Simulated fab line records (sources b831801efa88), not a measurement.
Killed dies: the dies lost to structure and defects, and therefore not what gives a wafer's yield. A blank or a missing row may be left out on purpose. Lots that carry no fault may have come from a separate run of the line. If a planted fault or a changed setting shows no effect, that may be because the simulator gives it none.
The tool behind it: which one? :: flow sky130 :: 12 lots, 36 wafers sampled, at 2 steps of a route of 708

## WHAT EACH GAUGE READ, for each wafer
SKY_LDD_HVP_TW_MEAS_10.
lot: L480
measured: day 21 11:17
on: film-metro-03
LDD_HVP_TW: 461 459 462

lot: L481
measured: day 21 20:16
on: film-metro-02
LDD_HVP_TW: 452 447 452

lot: L482
measured: day 22 08:43
on: film-metro-02
LDD_HVP_TW: 448 449 452

lot: L483
measured: day 22 14:25
on: film-metro-01
LDD_HVP_TW: 455 453 451

lot: L484
measured: day 23 10:50
on: film-metro-02
LDD_HVP_TW: 455 451 452

lot: L486
measured: day 23 15:34
on: film-metro-03
LDD_HVP_TW: 461 457 460

lot: L494
measured: day 27 10:28
on: film-metro-03
LDD_HVP_TW: 456 454 456

lot: L496
measured: day 27 15:37
on: film-metro-03
LDD_HVP_TW: 458 456 456

lot: L498
measured: day 28 07:54
on: film-metro-03
LDD_HVP_TW: 460 457 459

lot: L497
measured: day 28 12:33
on: film-metro-03
LDD_HVP_TW: 458 458 458

lot: L501
measured: day 29 07:07
on: film-metro-02
LDD_HVP_TW: 448 450 449

lot: L502
measured: day 29 11:59
on: film-metro-03
LDD_HVP_TW: 459 458 460

SKY_POLY_CUT_CD_MEAS_08 targets a cd of 270 nm.
lot: L480
measured: day 24 01:35
on: cd-sem-01
cd-nm (nm): 271.9 271.5 271.0

lot: L481
measured: day 24 11:32
on: cd-sem-02
cd-nm (nm): 269.1 268.9 269.2

lot: L482
measured: day 24 22:59
on: cd-sem-02
cd-nm (nm): 270.6 270.3 270.9

lot: L483
measured: day 25 04:26
on: cd-sem-02
cd-nm (nm): 269.3 270.7 270.2

lot: L484
measured: day 25 23:13
on: cd-sem-02
cd-nm (nm): 268.2 270.3 271.0

lot: L486
measured: day 26 04:47
on: cd-sem-02
cd-nm (nm): 270.5 271.6 271.1

lot: L494
measured: day 29 21:11
on: cd-sem-02
cd-nm (nm): 270.7 272.3 272.3

lot: L496
measured: day 30 01:41
on: cd-sem-02
cd-nm (nm): 270.1 270.2 270.8

lot: L498
measured: day 30 17:56
on: cd-sem-02
cd-nm (nm): 267.0 268.2 269.3

lot: L497
measured: day 30 22:01
on: cd-sem-01
cd-nm (nm): 269.6 270.9 269.8

lot: L501
measured: day 31 15:23
on: cd-sem-01
cd-nm (nm): 268.9 269.1 266.9

lot: L502
measured: day 31 21:28
on: cd-sem-02
cd-nm (nm): 271.7 272.0 272.5

## EACH LOT AND THE TOOL THAT RAN IT (in order: tool; ch and the chambers of the sampled wafers; start)
Before these readings, the record contains no process step.

## AS READ BY THE TOOLS THEMSELVES (means over the sampled wafers that have a number; for cases with no such wafer, the mark the record gives instead)
The record holds no such reading with a usual standard deviation.

## THE ANSWER, worked out from the rows above alone
Rule: what is usual is taken from the lots themselves. Put in order of their means at a reading, lots are off if they are a third of the lots or fewer, leave a main group of 4 or more, and stand apart from it by a gap of 3 or more times the standard deviation of the main group's means; of several such gaps the widest counts. Not used: any main group whose means are identical at the precision the tables above print for the reading. Also off: a lot with no number at a reading for which 4 or more lots have one. The other lots that the step has rows for count as sound. First the gauges in route order, then the tools' own readings, where a lot's mean is used as printed above. The first step at which some lot is off is used, and at that step the reading that is off furthest; a lot without a number counts as furthest.
No lot is off on any of the readings shown, so nothing can be concluded from this.

## WHAT WAS PUT IN BY THE SIMULATOR
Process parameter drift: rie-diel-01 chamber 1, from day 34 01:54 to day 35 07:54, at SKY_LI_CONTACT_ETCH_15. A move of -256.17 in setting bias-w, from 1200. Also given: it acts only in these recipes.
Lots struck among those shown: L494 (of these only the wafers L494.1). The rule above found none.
